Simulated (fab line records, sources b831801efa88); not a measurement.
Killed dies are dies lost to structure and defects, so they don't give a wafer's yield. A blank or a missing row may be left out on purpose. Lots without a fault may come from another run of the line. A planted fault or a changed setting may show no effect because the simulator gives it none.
fab line records | flow sky130
record lots=6 wafers=18 last_day=50
route steps=708 shown METAL4@622 VIA4@639 METAL5@661 PAD_OPEN@708
lots that met no fault: from a run of the same line without faults
start_h: hours from the record's first day to the start of the lot's first wafer shown | wait_h: hours since the lot's step before | " the same as in the row above | L1.1+2: a row that stands for several wafers | - no value, or no start given | * or withheld: withheld | < > ~ a bound
route shown NAME@n: a module of which the file shows steps, and the number in the route of the first | usual: mean/standard deviation of fault-free wafers | same: alike in all rows | chamber/n: place in a boat | sites: the reading at each site | _std_site: their standard deviation | _edge_site: outer sites' mean less inner sites' | radius_mm: how far each site lies from the wafer's centre | mask NAME#n: copy n | behind: the tool/chamber that last shaped the wafer | hold: why the lot was held/for how many hours/how that ended | device: the transistor (n, p or np) that didn't switch | end of line: the same wafers' tests at the end of the route | a step without rows: its recipe alone | killed: dies lost to structure and defects at the first sort, not the wafer's yield | map: a wafer's dies, x killed, . not, _ none there
set.NAME: the setting as run; set.NAME@STEP: as run at that earlier step | model.NAME: the simulator's own value behind a step, which no gauge read
lots at some steps of the route; a table a step, a row a wafer
services: from which hour (start_h, from the record's first day; less than 0 if before it) a tool's chamber was out of use, for how many hours, and why
## steps
# step SKY_METAL4_HMDS_06
# recipe prime_time_s=60 prime_temp_c=120
# step SKY_METAL4_COAT_07
# recipe resist=BARC temp_c=withheld time_s=withheld spin_rpm=3000 resist_thk_nm=60
# step SKY_METAL4_COAT_08
# recipe resist=KrF-thick spin_rpm=3000 resist_thk_nm=1140
# step SKY_METAL4_SOFTBAKE_09
# recipe temp_c=100 time_s=90 resist=KrF-thick
# step SKY_METAL4_EXPOSE_10
# recipe mask_id=MM4 na=0.68 source_shape=annular sigma_inner=0.4 sigma_outer=0.8 target_cd_nm=300 dose_mj=28
# step SKY_METAL4_PEB_11
# recipe peb_temp_c=withheld peb_time_s=withheld resist=KrF-thick
# step SKY_METAL4_DEVELOP_12
# recipe develop_time_s=60 resist=KrF-thick dev_temp_c=21
# step SKY_METAL4_CD_MEAS_13
# recipe target_cd_nm=300
# usual cd_nm=299.6/1.6
# columns lot.wafer tool chamber start_h wait_h cd_nm
L489.1 cd_sem-01 - 992.81 - 301.3
L489.2 " - " " 300.8
L489.3 " - " " 301.7
L491.2 cd_sem-01 - 1016.13 - 299.2
L491.3 " - " " 298.8
L491.5 " - " " 298.2
L492.1 cd_sem-01 - 1023.46 - 300.2
L492.2 " - " " 301.2
L492.4 " - " " 301.4
L495.3 cd_sem-02 - 1047.94 - 298.2
L495.5 " - " " 300.3
L495.6 " - " " 299.2
L501.1 cd_sem-02 - 1077.81 - 298.6
L501.2 " - " " 299.7
L501.3 " - " " 299.6
L506.1 cd_sem-02 - 1110.15 - 296.3
L506.2 " - " " 296.2
L506.3 " - " " 294.9
# step SKY_METAL4_OVL_MEAS_14
# usual METAL4_OVL=-2/5.5
# columns lot.wafer tool chamber start_h wait_h METAL4_OVL[nm]
L489.1 overlay-02 - 992.93 0.1 6
L489.2 " - " " -3
L489.3 " - " " -1
L491.2 overlay-02 - 1016.23 0.1 -3
L491.3 " - " " -12
L491.5 " - " " -11
L492.1 overlay-01 - 1023.58 0.1 0
L492.2 " - " " -4
L492.4 " - " " -3
L495.3 overlay-01 - 1048.03 0.1 -11
L495.5 " - " " -20
L495.6 " - " " -15
L501.1 overlay-02 - 1077.93 0.1 -1
L501.2 " - " " -5
L501.3 " - " " -7
L506.1 overlay-01 - 1110.27 0.1 -1
L506.2 " - " " 5
L506.3 " - " " -4
# step SKY_METAL4_DESCUM_15
# recipe chemistry=O2 source_power_w=150 bias_power_w=0 pressure_mtorr=10 temp_c=40 time_s=8
# step SKY_METAL4_ETCH_16
# recipe chemistry=N2/H2 target=BARC ion_energy_ev=200 bias_w=100 pressure_mtorr=30 n2_flow_sccm=100 h2_flow_sccm=200 icp_w=500 stop_on=SiO2 time_s=88.2 target_depth_a=600
# usual drypump_motor_current_A=5.9/0.41 oes_product_au=0.625/0.0045 throttle_valve_pct=13.206/0.0097
# columns lot.wafer tool chamber start_h wait_h drypump_motor_current_A oes_product_au rf_hours_counter_h throttle_valve_pct
L489.1 rie_metal-03 1 993.00 0.0 6.2 0.627 1 13.198
L489.2 " 0 " " 6.0 0.624 18 13.202
L489.3 " 1 " " 6.2 0.619 - 13.199
L491.2 rie_metal-01 0 1016.30 0.0 6.5 0.626 17 13.196
L491.3 " 1 " " 5.8 0.620 - 13.195
L491.5 " 1 " " 5.8 0.633 - 13.207
L492.1 rie_metal-03 1 1023.68 0.1 6.2 0.624 4 13.201
L492.2 " 1 " " 6.2 0.622 - 13.206
L492.4 " 1 " " 6.2 0.627 - 13.203
L495.3 rie_metal-04 1 1048.12 0.0 6.0 0.627 - 13.200
L495.5 " 1 " " 6.1 0.622 - 13.200
L495.6 " 0 " " 5.1 0.631 - 13.207
L501.1 rie_metal-01 0 1078.00 0.0 6.5 0.624 22 13.202
L501.2 " 1 " " 5.8 0.625 10 13.198
L501.3 " 1 " " 5.8 0.626 - 13.188
L506.1 rie_metal-01 0 1110.34 0.0 6.5 0.631 24 13.196
L506.2 " 1 " " 5.8 0.624 13 13.205
L506.3 " 0 " " 6.5 0.624 - 13.203
# step SKY_METAL4_ETCH_17
# recipe target=SiO2 stop_on=TiN chemistry=C4F8/O2/Ar source_w=1500 bias_w=1200 pressure_mtorr=40 c4f8_flow_sccm=withheld O2_flow_sccm=6 Ar_flow_sccm=300 time_s=3.9 target_depth_a=150
# step SKY_METAL4_METAL_ETCH_18
# recipe target_depth_a=8450 stop_on=SiO2 over_etch_frac=0.3 time_s=183.1 chemistry=Cl2/BCl3 resist_sidewall_deg=88 pressure_mtorr=10 icp_w=900 bias_w=48.5 Cl2_flow_sccm=60 bcl3_flow_sccm=30
# usual drypump_motor_current_A=5.9/0.42 oes_product_au=0.866/0.0061 throttle_valve_pct=22.264/0.0092
# columns lot.wafer tool chamber start_h wait_h drypump_motor_current_A oes_product_au rf_hours_counter_h throttle_valve_pct
L489.1 rie_metal-04 1 993.11 0.0 6.1 0.869 8 22.260
L489.2 " 0 " " 5.1 0.868 4 22.269
L489.3 " 1 " " 6.1 0.876 - 22.271
L491.2 rie_metal-04 1 1016.41 0.0 6.1 0.860 10 22.257
L491.3 " 1 " " 6.1 0.874 - 22.259
L491.5 " 1 " " 6.1 0.867 - 22.249
L492.1 rie_metal-04 0 1023.89 0.0 5.1 0.871 7 22.250
L492.2 " 1 " " 6.0 0.863 10 22.261
L492.4 " 1 " " 6.1 0.867 - 22.277
L495.3 rie_metal-03 0 1048.33 0.1 5.9 0.861 - 22.267
L495.5 " 0 " " 6.0 0.875 - 22.258
L495.6 " 0 " " 6.0 0.880 - 22.263
L501.1 rie_metal-03 1 1078.12 0.0 6.2 0.855 8 22.265
L501.2 " 1 " " 6.2 0.871 - 22.280
L501.3 " 1 " " 6.2 0.853 - 22.282
L506.1 rie_metal-04 0 1110.46 0.0 5.1 0.862 12 22.258
L506.2 " 1 " " 6.1 0.873 16 22.262
L506.3 " 0 " " 5.1 0.858 - 22.264
# step SKY_METAL4_STRIP_19
# recipe chemistry=O2/N2 power_w=1400 pressure_mtorr=1500 platen_temp_c=withheld o2_flow_sccm=3000 n2_flow_sccm=300 overash_fraction=0.5
# step SKY_METAL4_STRIP_20
# recipe chemistry=post_etch_residue_remover time_s=1200 temp_c=72.5
# step SKY_METAL4_CLEAN_21
# recipe chemistry=IPA time_s=180 temp_c=25
# step SKY_METAL4_CLEAN_22
# recipe chemistry=O3/DIW dry=n2_spin
# step SKY_VIA4_HDPCVD_00
# recipe material=SiO2 target_thk_nm=1750 sigma_open_frac=0.3 time_s=291.7 temp_c=400 sih4_flow_sccm=60 pressure_mtorr=6
# step SKY_VIA4_THK_MEAS_01
# recipe reads=SiO2_of_VIA4_HDPCVD_00
# usual VIA4_HDPCVD_THK=1752/17
# columns lot.wafer tool chamber start_h wait_h VIA4_HDPCVD_THK[nm]
L489.1 film_metro-01 - 994.13 0.1 1739
L489.2 " - " " 1716
L489.3 " - " " 1721
L491.2 film_metro-04 - 1017.40 0.1 1765
L491.3 " - " " 1781
L491.5 " - " " 1766
L492.1 film_metro-03 - 1024.84 0.1 1733
L492.2 " - " " 1740
L492.4 " - " " 1735
L495.3 film_metro-01 - 1049.35 0.1 1771
L495.5 " - " " 1772
L495.6 " - " " 1737
L501.1 film_metro-03 - 1079.33 0.1 1766
L501.2 " - " " 1756
L501.3 " - " " 1751
L506.1 film_metro-01 - 1111.41 0.1 1768
L506.2 " - " " 1749
L506.3 " - " " 1732
# step SKY_VIA4_CMP_02
# recipe material=SiO2 down_force_psi=4 platen_rpm=60 pad_velocity_m_s=0.94248
# usual motor_current_A=11.6/1.5 platen_rpm=60.00/0.041
# columns lot.wafer tool chamber start_h wait_h motor_current_A platen_rpm
L489.2 cmp-01 2 994.32 0.2 14.5 60.00
L489.3 " 3 " " 10.2 60.02
L489.1 " 0 " " 12.9 59.98
L491.3 cmp-02 1 1017.65 0.2 11.2 60.04
L491.2 " 2 " " 10.3 60.03
L491.5 " 1 " " 11.2 60.02
L492.2 cmp-02 1 1024.90 0.0 10.8 59.91
L492.1 " 2 " " 9.8 59.97
L492.4 " 3 " " 12.3 59.96
L495.3 cmp-01 3 1049.49 0.1 10.5 59.95
L495.5 " 1 " " 9.8 59.99
L495.6 " 2 " " 14.1 60.05
L501.1 cmp-01 2 1079.39 0.1 14.2 60.06
L501.3 " 0 " " 12.1 60.01
L501.2 " 1 " " 9.6 60.07
L506.1 cmp-02 0 1111.47 0.1 11.6 59.94
L506.2 " 1 " " 11.0 60.02
L506.3 " 2 " " 9.9 59.97
# step SKY_VIA4_BOW_MEAS_03
# recipe mode=bow
# usual VIA4_BOW=79/8.4
# columns lot.wafer tool chamber start_h wait_h VIA4_BOW[um]
L489.1 film_metro-01 - 994.62 0.1 80
L489.2 " - " " 77
L489.3 " - " " 64
L491.2 film_metro-01 - 1017.97 0.2 82
L491.3 " - " " 86
L491.5 " - " " 84
L492.1 film_metro-04 - 1025.20 0.2 80
L492.2 " - " " 83
L492.4 " - " " 75
L495.3 film_metro-03 - 1049.73 0.2 93
L495.5 " - " " 92
L495.6 " - " " 90
L501.1 film_metro-03 - 1079.69 0.2 83
L501.2 " - " " 83
L501.3 " - " " 78
L506.1 film_metro-04 - 1111.77 0.2 82
L506.2 " - " " 93
L506.3 " - " " 83
# step SKY_VIA4_DEHYDRATE_04
# recipe temp_c=200 time_s=60
# step SKY_VIA4_HMDS_05
# recipe prime_time_s=60 prime_temp_c=120
# step SKY_VIA4_COAT_06
# recipe resist=NOVOLAK spin_rpm=3000 resist_thk_nm=1140
# step SKY_VIA4_SOFTBAKE_07
# recipe temp_c=90 time_s=60 resist=NOVOLAK
# step SKY_VIA4_EXPOSE_08
# recipe mask_id=VIM4 na=0.6 source_shape=conventional sigma_outer=0.6 polarization=unpolarized target_cd_nm=800 dose_mj=132
# step SKY_VIA4_PEB_09
# recipe temp_c=withheld time_s=* resist=NOVOLAK
# step SKY_VIA4_DEVELOP_10
# recipe resist=NOVOLAK developer=TMAH develop_time_s=60 dev_temp_c=23
# step SKY_VIA4_OVL_MEAS_11
# usual VIA4_OVL=-0.4/1.3
# columns lot.wafer tool chamber start_h wait_h VIA4_OVL[nm]
L489.1 overlay-01 - 1018.01 0.1 -1.4
L489.2 " - " " -0.7
L489.3 " - " " -0.1
L491.2 overlay-01 - 1040.86 0.1 0.5
L491.3 " - " " -0.4
L491.5 " - " " 0.3
L492.1 overlay-02 - 1048.26 0.1 2.8
L492.2 " - " " -0.3
L492.4 " - " " -1.7
L495.3 overlay-01 - 1071.40 0.1 0.6
L495.5 " - " " 1.3
L495.6 " - " " -0.2
L501.1 overlay-01 - 1100.05 0.1 -0.9
L501.2 " - " " -0.8
L501.3 " - " " -1.2
L506.1 overlay-01 - 1131.45 0.1 -0.4
L506.2 " - " " 0.0
L506.3 " - " " -1.3
# step SKY_VIA4_ETCH_12
# recipe target=SiO2 chemistry=C4F8/O2/Ar stop_on=TiN mask_material=NOVOLAK source_w=1500 bias_w=1200 pressure_mtorr=40 c4f8_flow_sccm=withheld O2_flow_sccm=6 Ar_flow_sccm=300 time_s=withheld target_depth_a=5800
# usual oes_product_au=0.926/0.0044
# columns lot.wafer tool chamber start_h wait_h oes_product_au
L489.1 rie_diel-01 0 1018.04 0.0 0.936
L489.2 " 3 " " 0.918
L489.3 " 1 " " 0.933
L491.2 rie_diel-04 1 1040.89 0.0 0.925
L491.3 " 3 " " 0.931
L491.5 " 2 " " 0.927
L492.1 rie_diel-04 1 1048.29 0.0 0.926
L492.2 " 0 " " 0.925
L492.4 " 3 " " 0.919
L495.3 rie_diel-01 3 1071.42 0.0 0.917
L495.5 " 3 " " 0.936
L495.6 " 2 " " 0.929
L501.1 rie_diel-01 0 1100.09 0.0 0.930
L501.2 " 2 " " 0.928
L501.3 " 1 " " 0.927
L506.1 rie_diel-01 1 1131.49 0.0 0.925
L506.2 " 3 " " 0.929
L506.3 " 2 " " 0.936
# step SKY_VIA4_STRIP_13
# recipe chemistry=O2/N2 power_w=1400 pressure_mtorr=1500 platen_temp_c=withheld o2_flow_sccm=3000 n2_flow_sccm=300 overash_fraction=0.5
# step SKY_VIA4_STRIP_14
# recipe chemistry=post_etch_residue_remover time_s=1200 temp_c=72.5
# step SKY_VIA4_CLEAN_15
# recipe chemistry=IPA time_s=180 temp_c=25
# step SKY_VIA4_CLEAN_16
# recipe chemistry=O3/DIW dry=n2_spin
# step SKY_VIA4_SPUTTER_17
# recipe material=TiN target_thk_nm=20 chamber_pressure_pa=5 power_w=4000 time_s=80
# step SKY_VIA4_CVD_18
# recipe material=W target_thk_nm=505 time_s=152.14 temp_c=400 pressure_torr=40
# step SKY_VIA4_RS_MEAS_19
# recipe thk_meas_gauge=four-point-probe reads=W_of_VIA4_CVD_18+TiN_of_VIA4_SPUTTER_17
# usual VIA4_W_RS=0.2274/0.0022
# columns lot.wafer tool chamber start_h wait_h VIA4_W_RS[ohm/sq]
L489.1 film_metro-04 - 1018.92 0.1 0.2237
L489.2 " - " " 0.2277
L489.3 " - " " 0.2275
L491.2 film_metro-01 - 1041.84 0.1 0.2274
L491.3 " - " " 0.2284
L491.5 " - " " 0.2252
L492.1 film_metro-04 - 1049.17 0.1 0.2299
L492.2 " - " " 0.2278
L492.4 " - " " 0.2293
L495.3 film_metro-03 - 1072.38 0.1 0.2249
L495.5 " - " " 0.2262
L495.6 " - " " 0.2252
L501.1 film_metro-04 - 1100.97 0.1 0.2305
L501.2 " - " " 0.2289
L501.3 " - " " 0.2295
L506.1 film_metro-03 - 1132.47 0.1 0.2288
L506.2 " - " " 0.2266
L506.3 " - " " 0.2300
# step SKY_VIA4_THK_MEAS_20
# recipe thk_meas_gauge=xrf reads=W_of_VIA4_CVD_18
# usual VIA4_W_THK=500/6
# columns lot.wafer tool chamber start_h wait_h VIA4_W_THK[nm]
L489.1 film_metro-04 - 1019.04 0.1 510
L489.2 " - " " 505
L489.3 " - " " 503
L491.2 film_metro-01 - 1041.95 0.1 501
L491.3 " - " " 496
L491.5 " - " " 504
L492.1 film_metro-04 - 1049.29 0.1 499
L492.2 " - " " 503
L492.4 " - " " 498
L495.3 film_metro-03 - 1072.48 0.1 503
L495.5 " - " " 502
L495.6 " - " " 503
L501.1 film_metro-04 - 1101.09 0.1 494
L501.2 " - " " 497
L501.3 " - " " 498
L506.1 film_metro-03 - 1132.59 0.1 500
L506.2 " - " " 503
L506.3 " - " " 498
# step SKY_VIA4_CMP_21
# recipe stop_on=SiO2 t_overpolish_s=25 down_force_psi=3.5 platen_rpm=60 target_thk_nm=0 pad_velocity_m_s=0.94248
# step SKY_METAL5_SPUTTER_00
# recipe material=Ti target_thk_nm=15 power_w=3000 time_s=10 chamber_pressure_pa=0.4
# usual throttle_valve_pct=30.5/1.4
# columns lot.wafer tool chamber start_h wait_h throttle_valve_pct
L489.1 pvd_sputter-03 - 1019.40 0.1 28.6
L489.2 " - " " 30.9
L489.3 " - " " 29.9
L491.2 pvd_sputter-04 - 1042.38 0.2 30.7
L491.3 " - " " 30.7
L491.5 " - " " 28.9
L492.1 pvd_sputter-03 - 1049.65 0.1 29.0
L492.2 " - " " 31.1
L492.4 " - " " 30.7
L495.3 pvd_sputter-02 - 1072.82 0.2 30.5
L495.5 " - " " 28.8
L495.6 " - " " 33.6
L501.1 pvd_sputter-02 - 1101.70 0.1 30.6
L501.2 " - " " 33.7
L501.3 " - " " 31.8
L506.1 pvd_sputter-03 - 1132.95 0.2 31.1
L506.2 " - " " 30.5
L506.3 " - " " 28.7
# step SKY_METAL5_SPUTTER_01
# recipe material=TiN target_thk_nm=20 power_w=6500 time_s=16.7 chamber_pressure_pa=0.4
# step SKY_METAL5_SPUTTER_02
# recipe material=AlCu target_thk_nm=1150 power_w=10600 time_s=61.2 chamber_pressure_pa=0.4
# usual throttle_valve_pct=30.5/1.3
# columns lot.wafer tool chamber start_h wait_h throttle_valve_pct
L489.1 pvd_sputter-03 - 1019.45 0.0 28.7
L489.2 " - " " 30.9
L489.3 " - " " 30.0
L491.2 pvd_sputter-04 - 1042.43 0.0 30.4
L491.3 " - " " 30.7
L491.5 " - " " 29.2
L492.1 pvd_sputter-03 - 1049.70 0.0 28.8
L492.2 " - " " 31.1
L492.4 " - " " 30.3
L495.3 pvd_sputter-02 - 1072.87 0.0 30.6
L495.5 " - " " 28.5
L495.6 " - " " 33.4
L501.1 pvd_sputter-02 - 1101.75 0.0 30.5
L501.2 " - " " 33.3
L501.3 " - " " 31.7
L506.1 pvd_sputter-03 - 1133.00 0.0 30.8
L506.2 " - " " 30.7
L506.3 " - " " 28.5
# step SKY_PAD_OPEN_PROBE_99
# usual defect_limited_yield=82.7/1.9 killed_at_M0_to_M3=43/7.1 killed_at_M4_up=3.2/1.9 killed_at_contacts=23/5.1 killed_at_front_end=15/4.5 killed_at_other=0.4/0.65 killed_dies=85/9.4 killed_open=47/6.8 killed_short=38/6.1 sort_bin_3_pad_short=0.8/0.38 sort_bin_5_function=10.3/1.5 sort_bin_6_memory=6.2/1.1 sort_n_pass=407/9.4 sort_yield_pct=82.7/1.9
# same gross_dies=492 killed_at_back_side=0 sort_bin_4_leakage[%]=0 sort_bin_8_speed[%]=0
# columns lot.wafer tool chamber start_h wait_h defect_limited_yield[%] killed_at_M0_to_M3 killed_at_M4_up killed_at_contacts killed_at_front_end killed_at_other killed_dies killed_open killed_short sort_bin_3_pad_short[%] sort_bin_5_function[%] sort_bin_6_memory[%] sort_n_pass sort_yield_pct[%] model.etest.tester.sort_n_pass model.etest.tester.sort_yield_pct model.etest.tester.sort_bin_5_pct model.etest.tester.sort_bin_3_pct
L489.1 prober-01 - 1088.11 0.1 83.1 38 2 32 10 1 83 51 31 0.4 10.2 6.3 409 83.1 409 83.13 10.16 0.4065
L489.2 prober-01 - 1088.16 0.1 82.3 42 1 25 18 1 87 53 33 0.8 10.6 6.3 405 82.3 405 82.32 10.57 0.813
L489.3 prober-01 - 1088.21 0.2 79.9 42 2 26 28 1 99 57 42 1.2 11.0 7.9 393 79.9 393 79.88 10.98 1.22
L491.2 prober-01 - 1109.91 0.1 72.6 46 51 24 12 2 135 56 31 3.0 16.7 7.7 357 72.6 357 72.56 16.67 3.049
L491.3 prober-01 - 1109.96 0.2 70.7 47 59 25 13 0 144 42 49 4.1 18.7 6.5 348 70.7 348 70.73 18.7 4.065
L491.5 prober-01 - 1110.06 0.2 75.0 39 55 10 19 0 123 37 34 3.7 14.0 7.3 369 75.0 369 75 14.02 3.659
L492.2 prober-02 - 1115.83 0.1 74.0 48 50 17 13 0 128 45 31 4.3 15.2 6.5 364 74.0 364 73.98 15.24 4.268
L492.4 prober-02 - 1115.93 0.2 72.8 42 54 20 18 0 134 57 29 4.7 16.3 6.3 358 72.8 358 72.76 16.26 4.675
L495.3 prober-01 - 1138.08 0.2 83.9 40 3 24 12 0 79 34 45 1.2 10.2 4.7 413 83.9 413 83.94 10.16 1.22
L495.5 prober-01 - 1138.18 0.2 85.4 36 5 17 14 0 72 36 36 0.6 8.7 5.3 420 85.4 420 85.37 8.74 0.6098
L495.6 prober-01 - 1138.23 0.2 80.5 53 5 24 14 0 96 60 36 1.0 11.6 6.9 396 80.5 396 80.49 11.59 1.016
L501.3 prober-01 - 1163.02 0.2 84.6 36 0 22 18 0 76 41 35 0.4 9.8 5.3 416 84.6 416 84.55 9.756 0.4065
L506.1 prober-02 - 1188.42 0.1 85.4 38 5 13 16 0 72 37 35 1.0 7.3 6.3 420 85.4 420 85.37 7.317 1.016
L506.2 prober-02 - 1188.47 0.1 81.1 41 3 23 26 0 93 47 46 0 10.8 8.1 399 81.1 399 81.1 10.77 0
L506.3 prober-02 - 1188.52 0.2 80.1 55 6 24 12 1 98 64 34 1.4 13.4 5.1 394 80.1 394 80.08 13.41 1.423
# killed by level:class
L489.1 VIA1:geometric_particle:open=10 CONTACT:geometric_particle:open=10 LI_CONTACT:geometric_particle:open=9 VIA3:geometric_particle:open=9 VIA1:geometric_particle:short=6 VIA2:geometric_particle:open=6 LI_CONTACT:geometric_particle:short=4 LOCAL_INTERCONNECT:geometric_particle:short=4
L489.2 VIA1:geometric_particle:open=15 CONTACT:geometric_particle:open=13 CONTACT:geometric_particle:short=5 VIA3:geometric_particle:open=5 VIA2:geometric_particle:open=5 POLY_GATE:geometric_particle:short=4 POLY_GATE:geometric_particle:open=4 VIA1:geometric_particle:short=4
L489.3 VIA1:geometric_particle:open=14 CONTACT:geometric_particle:open=9 POLY_GATE:geometric_particle:open=8 FIELD_ISO:geometric_particle:short=7 VIA2:geometric_particle:open=7 LI_CONTACT:geometric_particle:open=7 CONTACT:geometric_particle:short=6 METAL1:geometric_particle:short=6
L491.2 METAL4:unspecified=48 CONTACT:geometric_particle:open=12 VIA1:geometric_particle:open=12 VIA2:geometric_particle:open=10 VIA1:geometric_particle:short=7 POLY_GATE:geometric_particle:open=5 LI_CONTACT:geometric_particle:open=5 VIA3:geometric_particle:open=5
L491.3 METAL4:unspecified=53 CONTACT:geometric_particle:open=8 VIA1:geometric_particle:open=8 FIELD_ISO:geometric_particle:short=7 VIA1:geometric_particle:short=6 VIA3:geometric_particle:open=6 METAL1:geometric_particle:short=5 LI_CONTACT:geometric_particle:short=5
L491.5 METAL4:unspecified=52 VIA1:geometric_particle:open=10 POLY_GATE:geometric_particle:open=6 METAL2:geometric_particle:short=5 VIA3:geometric_particle:open=5 VIA2:geometric_particle:short=5 VIA2:geometric_particle:open=5 FIELD_ISO:geometric_particle:short=4
L492.2 METAL4:unspecified=49 VIA1:geometric_particle:open=12 METAL2:geometric_particle:short=7 CONTACT:geometric_particle:open=7 POLY_GATE:geometric_particle:open=6 LI_CONTACT:geometric_particle:open=4 VIA2:geometric_particle:open=4 VIA1:geometric_particle:short=4
L492.4 METAL4:unspecified=47 VIA1:geometric_particle:open=11 VIA2:geometric_particle:open=9 CONTACT:geometric_particle:open=7 VIA3:geometric_particle:open=7 LI_CONTACT:geometric_particle:open=6 VIA1:geometric_particle:short=6 FIELD_ISO:geometric_particle:open=5
L495.3 METAL1:geometric_particle:short=8 VIA1:geometric_particle:open=8 LI_CONTACT:geometric_particle:open=6 LOCAL_INTERCONNECT:geometric_particle:short=6 VIA2:geometric_particle:open=5 VIA3:geometric_particle:short=4 CONTACT:geometric_particle:short=4 CONTACT:geometric_particle:open=4
L495.5 VIA1:geometric_particle:open=7 VIA2:geometric_particle:open=7 CONTACT:geometric_particle:open=6 FIELD_ISO:geometric_particle:open=5 LOCAL_INTERCONNECT:geometric_particle:short=5 VIA1:geometric_particle:short=5 CONTACT:geometric_particle:short=4 METAL2:geometric_particle:short=4
L495.6 VIA1:geometric_particle:open=15 VIA3:geometric_particle:open=9 LI_CONTACT:geometric_particle:open=8 LOCAL_INTERCONNECT:geometric_particle:short=7 VIA2:geometric_particle:open=6 METAL1:geometric_particle:short=6 VIA1:geometric_particle:short=5 SPACER:geometric_particle:open=5
L501.3 VIA1:geometric_particle:open=8 VIA3:geometric_particle:open=8 CONTACT:geometric_particle:open=7 FIELD_ISO:geometric_particle:open=5 POLY_GATE:geometric_particle:short=5 LI_CONTACT:geometric_particle:open=5 CONTACT:geometric_particle:short=5 METAL1:geometric_particle:short=5
L506.1 METAL1:geometric_particle:short=8 VIA2:geometric_particle:open=8 VIA1:geometric_particle:open=7 CONTACT:geometric_particle:short=6 FIELD_ISO:geometric_particle:open=5 METAL4:geometric_particle:short=5 CONTACT:geometric_particle:open=5 METAL2:geometric_particle:short=5
L506.2 FIELD_ISO:geometric_particle:short=10 METAL1:geometric_particle:short=8 VIA2:geometric_particle:open=8 CONTACT:geometric_particle:open=8 FIELD_ISO:geometric_particle:open=7 VIA1:geometric_particle:open=7 VIA1:geometric_particle:short=7 CONTACT:geometric_particle:short=6
L506.3 VIA1:geometric_particle:open=14 VIA3:geometric_particle:open=12 LI_CONTACT:geometric_particle:open=9 CONTACT:geometric_particle:open=9 VIA2:geometric_particle:open=9 METAL2:geometric_particle:short=6 POLY_GATE:geometric_particle:short=5 METAL3:geometric_particle:short=4
# map L491.3 (x killed, . not)
__________..xxxxxxxx_________
________...xxxxxxxxxx._______
______.x.xxxxxxxxxxxxx.x_____
_____.....xxxxxxxxxx..x..____
____.xx......xxxxxxx.x....___
___...x.xx..xxxx.x......x..__
__........xx...xx..x...xx..._
_...x......x.....x...x..x..x.
_..x...x....x.........xx.....
_..............x.x.........x.
_x.x......x....x.xx....x.x..x
_..x.....x..x.....x...xx.....
_x......x.x...............x..
_..xx....xx..............x...
_x........x..x...x.xx..xx....
__........xx..x.x....xx....._
___....xx...x..........x...__
____..x....x.x..x..x.x....___
_____...x...x.......x.x..____
______.....xx...x..xx..._____
________....x.x......._______
__________...x......_________
# map L492.4 (x killed, . not)
__________x..xxxxxxx_________
________.x..xxxxxxxx.._______
______.....xxxxxxxxx...._____
_____......xxxxxxxxxxx..x____
____.xx.....xxxxxxxxx...x.___
___........xx.xxxxxx......x__
__x...........x.x.x..x...x.._
_....x....x..x...........x.x.
_.xx.x............x..x.x.....
_.........x....xx.x.xx.x....x
_.x.....x.x......x..x.x......
_..xxx....x.....x....x..xx.x.
_..xxx....x..x......x........
_..xx...x..x....x......x.....
_...x.......x..........xxx..x
__........x..x.......x...x.._
___..x..xx..x.............x__
____...........x..........___
_____x.x.................____
______...........x.x...._____
________...........xxx_______
__________.........._________
## services
# columns tool chamber start_h hours kind
rie_diel-04 1 973.96 5.5 repair
rie_diel-01 - 983.21 0.4 repair
pvd_sputter-04 - 983.99 1.9 repair
cmp-01 - 989.97 4.3 pm
pvd_sputter-02 - 1001.31 36.9 repair
rie_metal-03 0 1001.60 3.1 repair
cmp-01 - 1002.88 1.0 repair
cmp-01 - 1006.92 15.1 pm
cmp-01 - 1031.39 2.3 repair
cmp-02 - 1037.34 0.2 repair
cmp-02 - 1040.11 2.4 repair
rie_metal-01 1 1040.95 5.8 repair
rie_diel-01 1 1043.82 1.2 repair
rie_metal-03 1 1048.03 3.3 repair
pvd_sputter-03 - 1072.37 1.8 repair
rie_metal-03 0 1073.30 11.9 repair
pvd_sputter-03 - 1074.54 0.5 repair
cmp-01 - 1084.16 4.0 pm
rie_diel-01 - 1087.73 0.3 repair
cmp-02 - 1099.99 6.8 pm
rie_diel-01 - 1106.19 0.9 repair
cmp-01 - 1120.02 1.0 repair
rie_metal-04 - 1124.42 2.8 pm
rie_metal-03 1 1132.69 27.7 repair
## key
first_sign step=SKY_PAD_OPEN_PROBE_99 reading=killed_at_M4_up direction=up sigmas=26 usual=3.2 struck=53.8
effect step=SKY_PAD_OPEN_PROBE_99 reading=sort_bin_3_pad_short direction=up sigmas=8.2 usual=0.8 struck=3.9
model_effect step=SKY_PAD_OPEN_PROBE_99 value=etest.tester.sort_n_pass without=401.6 struck=359.2
met_at SKY_METAL4_METAL_ETCH_18
struck_wafers L491.2,L491.3,L491.5,L492.2,L492.4
onset_between 993.11 1016.41
fault kind=chamber_particle_source tool=rie_metal-04 chamber=1 onset_h=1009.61 steps=SKY_METAL4_METAL_ETCH_18 rate_per_visit_cm2=1.1852 end_h=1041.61
